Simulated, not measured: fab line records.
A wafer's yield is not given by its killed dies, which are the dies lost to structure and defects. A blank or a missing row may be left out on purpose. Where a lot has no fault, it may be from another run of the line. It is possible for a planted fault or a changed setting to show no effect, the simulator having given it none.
fab line records + flow sky130
[record]
- lots = 14
- wafers = 40
- last-day = 50
route steps=708 shown LOCAL_INTERCONNECT@400 PAD_OPEN@708
lots that met no fault: from a run of the same line without faults
start-h: start of the lot's first displayed wafer, in hours after the record's first day + wait-h: hours since the lot's step before + " identical to the entry in the row above + L1.1+2: several wafers, shown together as one row + - no value, or no start given + * or withheld: withheld + < > ~ a bound
route shown NAME@n: a module of which the file shows steps, and the number in the route of the first + usual: mean/standard deviation of fault-free wafers + same: alike in all rows + chamber/n: place in a boat + sites: the reading at each site + _std_site: standard deviation of those values + _edge_site: inner sites' mean taken away from outer sites' mean + radius-mm: for every site, how far away it sits from the centre of the wafer + mask NAME#n: copy n + behind: the most recent tool/chamber to have shaped the wafer + hold: reason for holding the lot/hours on hold/outcome of the hold + device: the transistor (n, p or np) that didn't switch + end of line: at the end of the route, the tests of the same wafers + where a step has no rows: the recipe by itself + killed: at the first sort, the dies lost to defects and structure; wafer yield is something else + map: per-die view of a wafer (x killed, . not killed, _ where there is no die)
set.NAME: the setting as run; set.NAME@STEP: as run at that earlier step + model.NAME: the simulator's own value behind a step, which no gauge read
steps of the route over a sample of lots; a table a step, a row a wafer
services: the hour from which a tool's chamber was out of use, counted from the record's first day as start-h (under 0 if before that day), plus the number of hours and why
[[steps]]
[step SKY_LOCAL_INTERCONNECT_ETCH_13]
[recipe]
- chemistry = N2/H2
- target = BARC
- ion-energy-ev = 200
- bias-w = 100
- pressure-mtorr = 30
- n2-flow-sccm = 100
- h2-flow-sccm = 200
- icp-w = 500
- stop-on = SiO2
- time-s = 45.9
- target-depth-a = 600
[usual]
- drypump-motor-current-A = 5.7/0.8
- oes-product-au = 0.855/0.0045
- run-length-s = 74.3/0.69
- throttle-valve-pct = 13.225/0.0088
| lot.wafer | tool         | chamber | start-h | wait-h | drypump-motor-current-A | oes-product-au | rf-hours-counter-h | run-length-s | throttle-valve-pct |
|-----------|--------------|---------|---------|--------|-------------------------|----------------|--------------------|--------------|--------------------|
| L717.3    | rie-metal-04 | 1       | 723.86  | 0.0    | 5.0                     | 0.857          | -                  | 74.1         | 13.229             |
| L717.4    | "            | 0       | "       | "      | 6.3                     | 0.853          | -                  | 74.0         | 13.222             |
| L717.6    | "            | 0       | "       | "      | 6.3                     | 0.862          | -                  | 74.0         | 13.229             |
| L718.3    | rie-metal-02 | 0       | 727.42  | 0.0    | 6.8                     | 0.862          | -                  | 74.0         | 13.241             |
| L718.4    | "            | 1       | "       | "      | 6.4                     | 0.854          | -                  | 75.0         | 13.223             |
| L718.6    | "            | 1       | "       | "      | 6.3                     | 0.857          | -                  | 74.5         | 13.220             |
| L720.1    | rie-metal-01 | 0       | 731.60  | 0.0    | 4.8                     | 0.858          | 7.5                | 74.6         | 13.221             |
| L720.2    | "            | 1       | "       | "      | 5.1                     | 0.856          | 10.4               | 74.7         | 13.232             |
| L720.3    | "            | 0       | "       | "      | 4.8                     | 0.852          | -                  | 74.4         | 13.222             |
| L719.3    | rie-metal-01 | 0       | 732.92  | 0.0    | 4.8                     | 0.855          | -                  | 74.6         | 13.233             |
| L719.4    | "            | 1       | "       | "      | 5.0                     | 0.859          | -                  | 73.9         | 13.218             |
| L719.5    | "            | 0       | "       | "      | 4.8                     | 0.854          | -                  | 75.1         | 13.226             |
| L722.1    | rie-metal-04 | 1       | 738.36  | 0.0    | 5.0                     | 0.853          | 13.6               | 74.4         | 13.208             |
| L722.3    | "            | 1       | "       | "      | 5.0                     | 0.850          | -                  | 74.1         | 13.216             |
| L722.4    | "            | 1       | "       | "      | 5.0                     | 0.854          | -                  | 74.5         | 13.238             |
| L723.2    | rie-metal-01 | 0       | 770.61  | 0.0    | 4.8                     | 0.858          | 8.9                | 74.2         | 13.219             |
| L723.4    | "            | 0       | "       | "      | 4.8                     | 0.854          | -                  | 74.7         | 13.229             |
| L723.5    | "            | 1       | "       | "      | 5.0                     | 0.858          | -                  | 74.1         | 13.222             |
| L724.1    | rie-metal-02 | 0       | 776.99  | 0.0    | 6.8                     | 0.856          | 12.4               | 73.5         | 13.234             |
| L724.2    | "            | 1       | "       | "      | 6.4                     | 0.854          | 11.9               | 74.3         | 13.233             |
| L724.3    | "            | 0       | "       | "      | 6.8                     | 0.853          | -                  | 74.0         | 13.223             |
| L726.3    | rie-metal-04 | 0       | 787.31  | 0.0    | 6.3                     | 0.852          | -                  | 73.8         | 13.231             |
| L726.5    | "            | 1       | "       | "      | 5.0                     | 0.856          | -                  | 74.0         | 13.228             |
| L726.6    | "            | 0       | "       | "      | 6.3                     | 0.857          | -                  | 73.7         | 13.236             |
| L728.1    | rie-metal-02 | 0       | 797.75  | 0.0    | 6.8                     | 0.851          | 13.2               | 77.1         | 13.201             |
| L728.4    | "            | 1       | "       | "      | 6.4                     | 0.858          | -                  | 77.5         | 13.221             |
| L728.6    | "            | 0       | "       | "      | 6.8                     | 0.858          | -                  | 77.1         | 13.219             |
| L731.2    | rie-metal-02 | 1       | 821.96  | 0.0    | 6.4                     | 0.830          | 13.3               | 76.7         | 13.243             |
| L731.5    | "            | 1       | "       | "      | 6.4                     | 0.831          | -                  | 76.8         | 13.216             |
| L735.5    | rie-metal-02 | 1       | 848.34  | 0.1    | 6.4                     | 0.821          | -                  | 76.9         | 13.227             |
| L735.6    | "            | 1       | "       | "      | 6.4                     | 0.850          | -                  | 74.2         | 13.217             |
| L738.2    | rie-metal-01 | 1       | 867.97  | 0.0    | 5.0                     | 0.851          | 15.5               | 74.4         | 13.224             |
| L738.4    | "            | 1       | "       | "      | 5.0                     | 0.857          | -                  | 73.9         | 13.234             |
| L738.5    | "            | 1       | "       | "      | 5.0                     | 0.858          | -                  | 74.0         | 13.228             |
| L740.1    | rie-metal-04 | 1       | 873.30  | 0.0    | 5.0                     | 0.856          | 19.4               | 74.0         | 13.212             |
| L740.4    | "            | 1       | "       | "      | 5.0                     | 0.852          | -                  | 74.6         | 13.221             |
| L740.5    | "            | 1       | "       | "      | 5.0                     | 0.858          | -                  | 74.2         | 13.230             |
| L739.1    | rie-metal-01 | 0       | 876.24  | 0.0    | 4.8                     | 0.856          | 12.7               | 74.5         | 13.213             |
| L739.2    | "            | 1       | "       | "      | 5.0                     | 0.856          | 15.6               | 74.1         | 13.224             |
| L739.4    | "            | 1       | "       | "      | 5.0                     | 0.850          | -                  | 74.4         | 13.230             |
[step SKY_PAD_OPEN_PROBE_99]
[usual]
- killed_at_M0_to_M3 = 43/7.3
- killed_at_M4_up = 3.1/1.7
- killed-at-contacts = 25/5.3
- killed-at-front-end = 15/4.3
- killed-at-other = 0.2/0.54
- killed-dies = 87/10
- killed-on-rim = 17/3.9
- killed-open = 48/7.6
- killed-short = 38/6.1
[same]
- gross-dies = 492
- killed-at-back-side = 0
| lot.wafer | tool      | chamber | start-h | wait-h | killed_at_M0_to_M3 | killed_at_M4_up | killed-at-contacts | killed-at-front-end | killed-at-other | killed-dies | killed-on-rim | killed-open | killed-short |
|-----------|-----------|---------|---------|--------|--------------------|-----------------|--------------------|---------------------|-----------------|-------------|---------------|-------------|--------------|
| L717.3    | prober-02 | -       | 1088.93 | 0.2    | 25                 | 4               | 36                 | 13                  | 0               | 78          | 15            | 40          | 38           |
| L717.4    | prober-02 | -       | 1088.98 | 0.2    | 34                 | 1               | 25                 | 10                  | 0               | 70          | 13            | 38          | 32           |
| L717.6    | prober-02 | -       | 1089.08 | 0.2    | 47                 | 1               | 23                 | 13                  | 0               | 84          | 15            | 47          | 37           |
| L718.3    | prober-01 | -       | 1089.97 | 0.2    | 55                 | 2               | 27                 | 20                  | 0               | 104         | 23            | 66          | 38           |
| L718.4    | prober-01 | -       | 1090.02 | 0.2    | 49                 | 2               | 24                 | 18                  | 0               | 93          | 24            | 55          | 38           |
| L718.6    | prober-01 | -       | 1090.12 | 0.2    | 52                 | 4               | 23                 | 10                  | 1               | 90          | 18            | 45          | 45           |
| L720.1    | prober-01 | -       | 1094.67 | 0.1    | 48                 | 4               | 27                 | 13                  | 0               | 92          | 14            | 51          | 41           |
| L720.2    | prober-01 | -       | 1094.72 | 0.1    | 40                 | 4               | 24                 | 17                  | 0               | 85          | 21            | 50          | 35           |
| L720.3    | prober-01 | -       | 1094.77 | 0.2    | 41                 | 2               | 19                 | 15                  | 0               | 77          | 15            | 44          | 33           |
| L719.3    | prober-02 | -       | 1096.61 | 0.2    | 41                 | 2               | 21                 | 19                  | 0               | 83          | 18            | 44          | 39           |
| L719.4    | prober-02 | -       | 1096.66 | 0.2    | 45                 | 1               | 35                 | 15                  | 0               | 96          | 14            | 51          | 45           |
| L719.5    | prober-02 | -       | 1096.71 | 0.2    | 47                 | 0               | 40                 | 13                  | 0               | 100         | 22            | 63          | 37           |
| L722.1    | prober-01 | -       | 1098.28 | 0.1    | 51                 | 1               | 27                 | 21                  | 0               | 100         | 21            | 62          | 38           |
| L722.3    | prober-01 | -       | 1098.38 | 0.2    | 49                 | 0               | 29                 | 14                  | 0               | 92          | 26            | 54          | 38           |
| L722.4    | prober-01 | -       | 1098.43 | 0.2    | 35                 | 3               | 36                 | 10                  | 0               | 84          | 15            | 53          | 31           |
| L723.2    | prober-02 | -       | 1122.58 | 0.1    | 35                 | 4               | 23                 | 10                  | 0               | 72          | 9             | 45          | 27           |
| L723.4    | prober-02 | -       | 1122.68 | 0.2    | 59                 | 0               | 25                 | 18                  | 0               | 102         | 24            | 56          | 46           |
| L723.5    | prober-02 | -       | 1122.73 | 0.2    | 45                 | 6               | 19                 | 14                  | 0               | 84          | 14            | 43          | 40           |
| L724.1    | prober-02 | -       | 1127.41 | 0.1    | 45                 | 2               | 40                 | 20                  | 0               | 107         | 21            | 62          | 45           |
| L724.2    | prober-02 | -       | 1127.46 | 0.1    | 42                 | 5               | 26                 | 12                  | 1               | 86          | 14            | 46          | 40           |
| L724.3    | prober-02 | -       | 1127.51 | 0.2    | 44                 | 3               | 29                 | 8                   | 1               | 85          | 18            | 43          | 42           |
| L726.3    | prober-01 | -       | 1135.65 | 0.2    | 47                 | 6               | 27                 | 19                  | 0               | 99          | 14            | 61          | 38           |
| L726.5    | prober-01 | -       | 1135.75 | 0.2    | 55                 | 4               | 32                 | 16                  | 0               | 107         | 20            | 64          | 43           |
| L726.6    | prober-01 | -       | 1135.80 | 0.2    | 45                 | 3               | 28                 | 10                  | 0               | 86          | 12            | 48          | 37           |
| L728.1    | prober-02 | -       | 1143.64 | 0.1    | 48                 | 5               | 24                 | 15                  | 0               | 92          | 22            | 45          | 47           |
| L728.4    | prober-02 | -       | 1143.79 | 0.2    | 42                 | 5               | 21                 | 17                  | 0               | 85          | 20            | 47          | 38           |
| L728.6    | prober-02 | -       | 1143.89 | 0.2    | 38                 | 4               | 14                 | 16                  | 0               | 72          | 12            | 34          | 38           |
| L731.2    | prober-02 | -       | 1159.78 | 0.1    | 39                 | 2               | 31                 | 17                  | 0               | 89          | 23            | 44          | 45           |
| L731.5    | prober-02 | -       | 1159.93 | 0.2    | 54                 | 5               | 24                 | 11                  | 0               | 94          | 17            | 52          | 42           |
| L735.5    | prober-02 | -       | 1177.83 | 0.2    | 36                 | 2               | 18                 | 14                  | 0               | 70          | 16            | 36          | 32           |
| L735.6    | prober-02 | -       | 1177.88 | 0.2    | 35                 | 7               | 28                 | 20                  | 0               | 90          | 18            | 63          | 27           |
| L738.2    | prober-01 | -       | 1192.96 | 0.1    | 45                 | 3               | 34                 | 24                  | 0               | 106         | 22            | 65          | 38           |
| L738.4    | prober-01 | -       | 1193.06 | 0.2    | 43                 | 3               | 30                 | 16                  | 1               | 93          | 20            | 53          | 40           |
| L738.5    | prober-01 | -       | 1193.11 | 0.2    | 50                 | 7               | 27                 | 11                  | 0               | 95          | 16            | 48          | 45           |
| L740.1    | prober-02 | -       | 1195.46 | 0.1    | 38                 | 1               | 28                 | 22                  | 0               | 89          | 20            | 49          | 38           |
| L740.4    | prober-02 | -       | 1195.61 | 0.2    | 44                 | 2               | 24                 | 26                  | 0               | 96          | 20            | 50          | 43           |
| L740.5    | prober-02 | -       | 1195.66 | 0.2    | 51                 | 1               | 37                 | 15                  | 1               | 105         | 29            | 62          | 43           |
| L739.1    | prober-01 | -       | 1196.28 | 0.1    | 44                 | 2               | 26                 | 8                   | 0               | 80          | 10            | 41          | 39           |
| L739.2    | prober-01 | -       | 1196.33 | 0.1    | 38                 | 1               | 24                 | 18                  | 0               | 81          | 21            | 47          | 34           |
| L739.4    | prober-01 | -       | 1196.43 | 0.2    | 38                 | 4               | 16                 | 16                  | 1               | 75          | 13            | 36          | 39           |
// killed by level:class
L717.3 CONTACT:geometric-particle:open=13 CONTACT:geometric-particle:short=10 LI_CONTACT:geometric-particle:open=6 VIA2:geometric-particle:open=5 FIELD_ISO:geometric-particle:short=4 METAL1:geometric-particle:short=4 VIA1:geometric-particle:short=4 VIA1:geometric-particle:open=4
L717.4 CONTACT:geometric-particle:open=13 VIA3:geometric-particle:open=7 VIA1:geometric-particle:short=6 CONTACT:geometric-particle:short=5 POLY_GATE:geometric-particle:short=4 LI_CONTACT:geometric-particle:open=4 METAL1:geometric-particle:short=4 VIA1:geometric-particle:open=4
L717.6 VIA1:geometric-particle:open=8 VIA2:geometric-particle:open=8 VIA3:geometric-particle:open=7 LI_CONTACT:geometric-particle:open=6 LOCAL_INTERCONNECT:geometric-particle:short=6 CONTACT:geometric-particle:open=6 METAL1:geometric-particle:short=6 POLY_GATE:geometric-particle:open=4
L718.3 VIA2:geometric-particle:open=15 VIA1:geometric-particle:open=15 CONTACT:geometric-particle:open=12 LI_CONTACT:geometric-particle:open=7 FIELD_ISO:geometric-particle:short=5 VIA3:geometric-particle:open=5 POLY_GATE:geometric-particle:short=4 METAL1:geometric-particle:short=4
L718.4 VIA1:geometric-particle:open=16 CONTACT:geometric-particle:open=13 VIA2:geometric-particle:short=7 LI_CONTACT:geometric-particle:open=6 VIA2:geometric-particle:open=6 VIA3:geometric-particle:open=6 POLY_GATE:geometric-particle:short=5 VIA1:geometric-particle:short=5
L718.6 VIA3:geometric-particle:open=9 VIA1:geometric-particle:open=8 METAL1:geometric-particle:short=7 POLY_GATE:geometric-particle:open=7 LOCAL_INTERCONNECT:geometric-particle:short=7 VIA2:geometric-particle:open=7 VIA1:geometric-particle:short=5 LI_CONTACT:geometric-particle:open=5
L720.1 VIA1:geometric-particle:open=13 CONTACT:geometric-particle:open=12 CONTACT:geometric-particle:short=8 VIA1:geometric-particle:short=7 VIA2:geometric-particle:short=7 VIA2:geometric-particle:open=6 LI_CONTACT:geometric-particle:open=5 VIA3:geometric-particle:open=4
L720.2 CONTACT:geometric-particle:open=8 VIA1:geometric-particle:open=8 VIA3:geometric-particle:open=8 LI_CONTACT:geometric-particle:open=7 METAL1:geometric-particle:short=6 FIELD_ISO:geometric-particle:short=5 LOCAL_INTERCONNECT:geometric-particle:short=5 VIA2:geometric-particle:open=5
L720.3 VIA1:geometric-particle:open=13 LI_CONTACT:geometric-particle:open=8 POLY_GATE:geometric-particle:short=7 VIA2:geometric-particle:open=7 METAL1:geometric-particle:short=6 CONTACT:geometric-particle:open=5 VIA1:geometric-particle:short=5 FIELD_ISO:geometric-particle:open=3
L719.3 VIA2:geometric-particle:open=10 VIA1:geometric-particle:open=8 CONTACT:geometric-particle:open=7 LOCAL_INTERCONNECT:geometric-particle:short=5 FIELD_ISO:geometric-particle:short=5 POLY_GATE:geometric-particle:short=5 CONTACT:geometric-particle:short=5 FIELD_ISO:geometric-particle:open=4
L719.4 CONTACT:geometric-particle:open=13 METAL2:geometric-particle:short=10 CONTACT:geometric-particle:short=8 LI_CONTACT:geometric-particle:open=7 VIA3:geometric-particle:open=7 VIA1:geometric-particle:open=7 VIA2:geometric-particle:open=5 METAL1:geometric-particle:short=5
L719.5 CONTACT:geometric-particle:open=16 LI_CONTACT:geometric-particle:open=12 CONTACT:geometric-particle:short=10 VIA1:geometric-particle:open=10 VIA3:geometric-particle:open=7 METAL1:geometric-particle:short=7 VIA1:geometric-particle:short=6 VIA2:geometric-particle:open=5
L722.1 VIA3:geometric-particle:open=14 VIA1:geometric-particle:open=10 VIA2:geometric-particle:open=7 LI_CONTACT:geometric-particle:open=6 CONTACT:geometric-particle:open=6 METAL1:geometric-particle:short=6 VIA1:geometric-particle:short=6 LOCAL_INTERCONNECT:geometric-particle:short=5
L722.3 VIA1:geometric-particle:open=17 CONTACT:geometric-particle:open=13 METAL1:geometric-particle:short=8 LI_CONTACT:geometric-particle:open=7 POLY_GATE:geometric-particle:short=5 CONTACT:geometric-particle:short=5 VIA1:geometric-particle:short=5 VIA3:geometric-particle:open=5
L722.4 CONTACT:geometric-particle:open=15 LI_CONTACT:geometric-particle:open=12 VIA1:geometric-particle:open=11 METAL2:geometric-particle:short=6 FIELD_ISO:geometric-particle:open=5 VIA1:geometric-particle:short=5 LOCAL_INTERCONNECT:geometric-particle:short=4 LI_CONTACT:geometric-particle:short=3
L723.2 LI_CONTACT:geometric-particle:open=9 CONTACT:geometric-particle:open=9 VIA1:geometric-particle:open=7 METAL1:geometric-particle:open=4 VIA2:geometric-particle:open=4 METAL3:geometric-particle:short=4 VIA3:geometric-particle:open=4 FIELD_ISO:geometric-particle:short=3
L723.4 VIA1:geometric-particle:open=16 CONTACT:geometric-particle:open=9 VIA1:geometric-particle:short=9 VIA3:geometric-particle:open=8 METAL1:geometric-particle:short=7 LI_CONTACT:geometric-particle:open=6 FIELD_ISO:geometric-particle:short=4 POLY_GATE:geometric-particle:open=4
L723.5 VIA1:geometric-particle:short=10 METAL2:geometric-particle:short=9 CONTACT:geometric-particle:open=8 VIA1:geometric-particle:open=7 LI_CONTACT:geometric-particle:open=5 VIA3:geometric-particle:open=5 FIELD_ISO:geometric-particle:open=4 FIELD_ISO:geometric-particle:short=4
L724.1 CONTACT:geometric-particle:open=16 VIA1:geometric-particle:open=10 POLY_GATE:geometric-particle:short=8 LI_CONTACT:geometric-particle:open=8 VIA3:geometric-particle:open=8 METAL2:geometric-particle:short=7 LI_CONTACT:geometric-particle:short=6 VIA2:geometric-particle:open=6
L724.2 CONTACT:geometric-particle:short=9 METAL1:geometric-particle:short=9 VIA1:geometric-particle:open=8 LI_CONTACT:geometric-particle:open=7 VIA3:geometric-particle:open=5 VIA2:geometric-particle:open=5 CONTACT:geometric-particle:open=4 METAL2:geometric-particle:open=4
L724.3 LOCAL_INTERCONNECT:geometric-particle:short=10 VIA1:geometric-particle:open=10 CONTACT:geometric-particle:open=8 METAL2:geometric-particle:short=8 LI_CONTACT:geometric-particle:open=7 VIA3:geometric-particle:open=6 METAL3:geometric-particle:short=5 VIA1:geometric-particle:short=5
L726.3 CONTACT:geometric-particle:open=13 VIA1:geometric-particle:open=12 VIA2:geometric-particle:open=11 VIA3:geometric-particle:open=6 POLY_GATE:geometric-particle:short=5 POLY_GATE:geometric-particle:open=4 VIA3:geometric-particle:short=4 LI_CONTACT:geometric-particle:open=4
L726.5 CONTACT:geometric-particle:open=15 VIA1:geometric-particle:open=13 VIA3:geometric-particle:open=11 VIA2:geometric-particle:open=7 LI_CONTACT:geometric-particle:open=6 VIA1:geometric-particle:short=6 METAL2:geometric-particle:short=5 CONTACT:geometric-particle:short=5
L726.6 VIA1:geometric-particle:open=13 CONTACT:geometric-particle:open=10 LI_CONTACT:geometric-particle:open=7 VIA3:geometric-particle:open=6 VIA2:geometric-particle:open=5 METAL1:geometric-particle:short=5 VIA1:geometric-particle:short=5 LI_CONTACT:geometric-particle:short=4
L728.1 CONTACT:geometric-particle:open=11 VIA1:geometric-particle:open=8 METAL1:geometric-particle:short=7 METAL2:geometric-particle:short=6 LI_CONTACT:geometric-particle:open=6 METAL3:geometric-particle:short=6 VIA3:geometric-particle:open=5 METAL4:geometric-particle:short=5
L728.4 VIA2:geometric-particle:open=11 VIA3:geometric-particle:open=9 CONTACT:geometric-particle:open=8 METAL1:geometric-particle:short=7 POLY_GATE:geometric-particle:short=6 LI_CONTACT:geometric-particle:open=5 POLY_GATE:geometric-particle:open=4 LOCAL_INTERCONNECT:geometric-particle:short=4
L728.6 VIA2:geometric-particle:open=9 LI_CONTACT:geometric-particle:open=7 POLY_GATE:geometric-particle:short=5 VIA1:geometric-particle:short=5 METAL1:geometric-particle:short=5 FIELD_ISO:geometric-particle:short=4 VIA3:geometric-particle:open=4 METAL2:geometric-particle:short=4
L731.2 LI_CONTACT:geometric-particle:open=8 CONTACT:geometric-particle:short=8 CONTACT:geometric-particle:open=7 VIA3:geometric-particle:open=7 VIA2:geometric-particle:open=6 LOCAL_INTERCONNECT:geometric-particle:short=6 METAL1:geometric-particle:short=5 VIA1:geometric-particle:open=5
L731.5 VIA1:geometric-particle:open=14 VIA2:geometric-particle:open=10 LOCAL_INTERCONNECT:geometric-particle:short=8 CONTACT:geometric-particle:open=8 VIA1:geometric-particle:short=6 METAL2:geometric-particle:short=6 LI_CONTACT:geometric-particle:open=5 METAL1:geometric-particle:short=4
L735.5 VIA1:geometric-particle:open=8 LI_CONTACT:geometric-particle:open=7 CONTACT:geometric-particle:open=7 POLY_GATE:geometric-particle:short=5 VIA3:geometric-particle:open=5 FIELD_ISO:geometric-particle:open=4 METAL1:geometric-particle:short=4 METAL2:geometric-particle:short=4
L735.6 CONTACT:geometric-particle:open=17 VIA1:geometric-particle:open=14 VIA2:geometric-particle:open=7 LI_CONTACT:geometric-particle:open=6 POLY_GATE:geometric-particle:open=6 FIELD_ISO:geometric-particle:short=5 METAL4:geometric-particle:short=5 METAL3:geometric-particle:short=4
L738.2 CONTACT:geometric-particle:open=14 VIA1:geometric-particle:open=13 CONTACT:geometric-particle:short=9 LI_CONTACT:geometric-particle:open=7 VIA2:geometric-particle:open=7 SPACER:geometric-particle:open=5 VIA3:geometric-particle:short=5 FIELD_ISO:geometric-particle:short=4
L738.4 CONTACT:geometric-particle:open=11 VIA2:geometric-particle:open=11 LI_CONTACT:geometric-particle:open=9 VIA1:geometric-particle:open=7 FIELD_ISO:geometric-particle:short=5 METAL1:geometric-particle:short=5 METAL3:geometric-particle:short=5 FIELD_ISO:geometric-particle:open=4
L738.5 VIA1:geometric-particle:open=14 CONTACT:geometric-particle:short=10 CONTACT:geometric-particle:open=9 METAL2:geometric-particle:short=8 LI_CONTACT:geometric-particle:open=6 VIA2:geometric-particle:open=6 METAL1:geometric-particle:short=5 METAL3:geometric-particle:short=5
L740.1 CONTACT:geometric-particle:open=12 FIELD_ISO:geometric-particle:open=7 CONTACT:geometric-particle:short=6 VIA1:geometric-particle:open=6 METAL2:geometric-particle:short=6 POLY_GATE:geometric-particle:open=5 LI_CONTACT:geometric-particle:open=5 VIA2:geometric-particle:open=5
L740.4 VIA1:geometric-particle:open=15 CONTACT:geometric-particle:open=9 FIELD_ISO:geometric-particle:short=8 LI_CONTACT:geometric-particle:open=6 METAL1:geometric-particle:short=6 CONTACT:geometric-particle:short=5 VIA1:geometric-particle:short=5 FIELD_ISO:geometric-particle:open=4
L740.5 CONTACT:geometric-particle:open=15 LI_CONTACT:geometric-particle:open=11 VIA3:geometric-particle:open=9 VIA2:geometric-particle:open=8 VIA1:geometric-particle:open=8 METAL2:geometric-particle:short=7 CONTACT:geometric-particle:short=5 METAL1:geometric-particle:short=5
L739.1 CONTACT:geometric-particle:open=10 VIA3:geometric-particle:open=8 METAL1:geometric-particle:short=6 METAL2:geometric-particle:short=6 LOCAL_INTERCONNECT:geometric-particle:short=5 VIA1:geometric-particle:short=4 LI_CONTACT:geometric-particle:open=4 VIA1:geometric-particle:open=4
L739.2 POLY_GATE:geometric-particle:open=8 VIA1:geometric-particle:open=8 VIA2:geometric-particle:open=8 LI_CONTACT:geometric-particle:open=7 VIA3:geometric-particle:open=7 VIA1:geometric-particle:short=6 FIELD_ISO:geometric-particle:short=5 LI_CONTACT:geometric-particle:short=4
L739.4 VIA1:geometric-particle:open=9 CONTACT:geometric-particle:open=6 METAL1:geometric-particle:short=6 POLY_GATE:geometric-particle:short=5 POLY_GATE:geometric-particle:open=4 LI_CONTACT:geometric-particle:open=4 VIA3:geometric-particle:short=4 VIA2:geometric-particle:open=4
[[services]]
| tool         | chamber | start-h | hours | kind           |
|--------------|---------|---------|-------|----------------|
| rie-metal-04 | -       | 725.92  | 5.5   | repair         |
| rie-metal-04 | 0       | 727.26  | 20.7  | repair         |
| rie-metal-04 | 0       | 759.03  | 24.5  | repair         |
| rie-metal-02 | 1       | 825.03  | 7.7   | repair         |
| rie-metal-02 | 0       | 842.36  | -     | clean          |
| rie-metal-02 | 0       | 842.36  | 19.5  | scheduled-down |
| rie-metal-02 | 0       | 842.36  | 19.5  | vent-cycle     |
| rie-metal-04 | 0       | 858.71  | 23.8  | repair         |
| rie-metal-02 | 1       | 871.10  | -     | clean          |
| rie-metal-02 | 1       | 871.10  | 24.2  | scheduled-down |
| rie-metal-02 | 1       | 871.10  | 24.2  | vent-cycle     |
[[key]]
[first-sign]
- step = SKY_LOCAL_INTERCONNECT_ETCH_13
- reading = oes-product-au
- direction = down
- sigmas = 6.1
- usual = 0.855
- struck = 0.827
[effect]
- step = SKY_LOCAL_INTERCONNECT_ETCH_13
- reading = run-length-s
- direction = up
- sigmas = 3.6
- usual = *
- struck = *
met-at SKY_LOCAL_INTERCONNECT_ETCH_13
struck-lots L731,L735
struck-wafers L731.2,L731.5,L735.5
tester-left-out L731,L735
onset-between 797.75 821.96
[fault]
- kind = process-parameter-drift
- tool = rie-metal-02
- chamber = -
- onset-h = 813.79
- steps = SKY_LOCAL_INTERCONNECT_ETCH_13
- channel = time-s
- offset = *
- shape = step
- end-h = 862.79
- scope = struck-wafers-only
- acts-in = *
- stated = *
// tester-left-out: of these lots the tester's yield and bins aren't shown, on N5 and GAA mostly nor the transistor test; their killed dies are dies lost to structure and defects alone, not to doping, threshold or leakage, so they don't give the yield
